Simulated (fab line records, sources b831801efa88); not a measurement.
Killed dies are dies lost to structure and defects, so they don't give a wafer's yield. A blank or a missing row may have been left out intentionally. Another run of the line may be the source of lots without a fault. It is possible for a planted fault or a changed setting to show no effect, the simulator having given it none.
Which tool is to blame? ; flow sky130 ; 42 wafers from 14 lots sampled at 2 of the route's 708 steps

== WHAT THE GAUGES SHOWED, per wafer ==
SKY_LI_CONTACT_THK_MEAS_01.
lot;measured;on;LI_CONTACT_HDPCVD_THK (nm)
L853;day 28 14:36;film-metro-01;919 923 928
L854;day 28 21:50;film-metro-02;924 911 915
L858;day 30 11:06;film-metro-03;930 927 936
L860;day 30 18:51;film-metro-03;929 937 932
L861;day 31 06:20;film-metro-02;920 932 930
L862;day 31 17:52;film-metro-03;907 907 910
L863;day 32 01:29;film-metro-02;919 922 922
L864;day 32 05:20;film-metro-02;918 917 916
L866;day 32 21:08;film-metro-02;843 916 843
L865;day 33 00:14;film-metro-01;933 907 918
L869;day 33 18:47;film-metro-02;913 843 839
L874;day 35 11:23;film-metro-03;926 912 943
L873;day 35 15:44;film-metro-02;931 919 931
L876;day 36 02:11;film-metro-03;920 915 911

== EACH LOT AND THE TOOL THAT RAN IT (in order: tool; ch and the chambers of the sampled wafers; start) ==
lot;SKY_LI_CONTACT_HDPCVD_00
L853;hdpcvd-01 ch 0,1,2, day 28 14:29
L854;hdpcvd-02 ch 1,2, day 28 21:44
L858;hdpcvd-02 ch 1,2, day 30 10:59
L860;hdpcvd-01 ch 0,1,2, day 30 18:44
L861;hdpcvd-02 ch 0,1,2, day 31 06:14
L862;hdpcvd-02 ch 0,2, day 31 17:46
L863;hdpcvd-01 ch 0,2, day 32 01:23
L864;hdpcvd-02 ch 0,1, day 32 05:14
L866;hdpcvd-02 ch 0,2, day 32 21:01
L865;hdpcvd-01 ch 0,1,2, day 33 00:07
L869;hdpcvd-02 ch 0,2, day 33 18:40
L874;hdpcvd-01 ch 0,1, day 35 11:17
L873;hdpcvd-01 ch 1,2, day 35 15:38
L876;hdpcvd-02 ch 0,1,2, day 36 02:04
- SKY_LI_CONTACT_HDPCVD_00: deposits PSG, target thk 930 nm, time 155 s.

== AS READ BY THE TOOLS THEMSELVES (means over the sampled wafers that have a number; for cases with no such wafer, the mark the record gives instead) ==
SKY_LI_CONTACT_HDPCVD_00.
lot;tool;run-length-s (s)
L853;hdpcvd-01;182.3
L854;hdpcvd-02;183.4
L858;hdpcvd-02;183.2
L860;hdpcvd-01;182.9
L861;hdpcvd-02;183.2
L862;hdpcvd-02;183.3
L863;hdpcvd-01;182.7
L864;hdpcvd-02;182.6
L866;hdpcvd-02;173.7
L865;hdpcvd-01;182.5
L869;hdpcvd-02;173.6
L874;hdpcvd-01;182.5
L873;hdpcvd-01;182.4
L876;hdpcvd-02;183.2

== THE ANSWER, worked out from the rows above alone ==
Rule: usual is defined by the lots themselves. Put in order of their means at a reading, lots are off if they are a third of the lots or fewer, leave a main group of 4 or more, and stand apart from it by a gap of 3 or more times the standard deviation of the main group's means; of several such gaps the widest counts. The tables above print the reading to a certain number of digits; a main group whose means all agree to those digits is not used. A lot without any number at a reading at which 4 lots or more have one is off too. Where the step has rows for the other lots, those lots are counted as sound. First the gauges in route order, then the tools' own readings, where a lot's mean is used as printed above. The first step at which some lot is off is used, and at that step the reading that is off furthest; a lot without a number counts as furthest.
Off: L866, L869, seen at SKY_LI_CONTACT_THK_MEAS_01 (LI_CONTACT_HDPCVD_THK). Main group: mean 922 nm, sd 6.9.
A tool fits if, at a process step before that reading, it ran every lot that is off, and no sound lot after the first of them. The gauges at SKY_LI_CONTACT_THK_MEAS_01 aren't tried: what is off there is off at SKY_LI_CONTACT_HDPCVD_00 too, on other tools, and a gauge's error can't cause that. No candidate that was tried fits.

== WHAT THE SIMULATOR PUT IN ==
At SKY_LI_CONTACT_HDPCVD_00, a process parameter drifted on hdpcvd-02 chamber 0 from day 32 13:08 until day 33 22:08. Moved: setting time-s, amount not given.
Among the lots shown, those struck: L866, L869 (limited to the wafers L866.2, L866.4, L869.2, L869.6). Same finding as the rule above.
